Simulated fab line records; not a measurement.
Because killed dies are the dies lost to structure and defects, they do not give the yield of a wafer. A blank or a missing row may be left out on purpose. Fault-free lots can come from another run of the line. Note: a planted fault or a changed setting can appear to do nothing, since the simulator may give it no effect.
Chamber matching | flow gf180mcu | GF_V2_CMP_26 on cmp-01 has 4 sister chambers
The step polishes, stops on SiO2, t overpolish 15 s, target thk 0 nm. 18 wafers are shown with their chamber, then 9 later ones without.

WAFERS WITH THEIR CHAMBER
wafer  | chamber | motor current A (A) | time to endpoint s (s) | overpolish run s (s)
L822.1 | 2       | 11.3                | 82.6                   | 15.018
L822.4 | 3       | 10.6                | 80.6                   | 14.991
L822.5 | 1       | 9.4                 | 81.2                   | 15.018
L823.1 | 1       | 9.7                 | 82.5                   | 14.989
L823.2 | 3       | 10.7                | 81.5                   | 14.999
L823.6 | 0       | 11.1                | 77.4                   | 14.989
L824.1 | 1       | 8.9                 | 82.8                   | 15.003
L824.3 | 3       | 10.8                | 81.3                   | 14.996
L824.6 | 1       | 9.1                 | 86.0                   | 14.981
L825.2 | 1       | 9.5                 | 84.2                   | 15.002
L825.4 | 3       | 10.5                | 80.9                   | 15.011
L825.5 | 3       | 11.2                | 83.6                   | 15.006
L834.1 | 3       | 10.7                | 86.3                   | 15.005
L834.4 | 0       | 10.6                | 90.2                   | 14.995
L834.6 | 2       | 11.7                | 86.6                   | 14.986
L836.4 | 2       | 11.1                | 87.9                   | 15.002
L836.5 | 0       | 11.1                | 87.6                   | 15.011
L836.6 | 3       | 11.1                | 86.4                   | 15.004

SIGNATURES, as means of the wafers listed above
reading            | chamber 0 | chamber 1 | chamber 2 | chamber 3 | scatter within a chamber
motor current A    | 10.933    | 9.320     | 11.367    | 10.800    | 0.288
time to endpoint s | 85.067    | 83.340    | 85.700    | 82.943    | 3.36
overpolish run s   | 14.99833  | 14.99860  | 15.00200  | 15.00171  | 0.0115
Rule: a wafer's distance from a chamber is the root of the sum, over the readings, of the square of ((its reading less the chamber's mean) divided by the reading's scatter). The wafer belongs to the nearest chamber; if the next one is less than 2 further off, it can't be placed. The scatter is the square root of a quotient: the sum, over the shown wafers, of each reading's squared deviation from its chamber's mean, divided by wafers minus chambers.

WAFERS MISSING THEIR CHAMBER
wafer  | motor current A (A) | time to endpoint s (s) | overpolish run s (s)
L838.1 | 10.9                | 87.9                   | 14.981
L838.3 | 9.0                 | 86.8                   | 15.004
L838.5 | 11.5                | 86.3                   | 14.984
L839.3 | 9.4                 | 86.0                   | 14.989
L839.4 | 10.7                | 88.4                   | 15.003
L839.5 | 9.1                 | 89.0                   | 14.987
L842.2 | 9.5                 | 80.1                   | 15.010
L842.3 | 10.3                | 82.3                   | 15.004
L842.5 | 11.4                | 86.9                   | 15.008

WHICH CHAMBER EACH WENT THROUGH
wafer  | from the rows above          | in truth
L838.1 | can't be placed: 0 or 3 or 2 | 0
L838.3 | 1                            | 1
L838.5 | can't be placed: 2 or 0 or 3 | 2
L839.3 | 1                            | 1
L839.4 | can't be placed: 0 or 3 or 2 | 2
L839.5 | 1                            | 1
L842.2 | 1                            | 1
L842.3 | can't be placed: 3 or 0 or 1 | 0
L842.5 | can't be placed: 2 or 0 or 3 | 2
Placed correctly: 4 of 9. Unplaceable from these rows: 5, with the true chamber sitting among the candidates in 5. Number placed wrongly: 0.
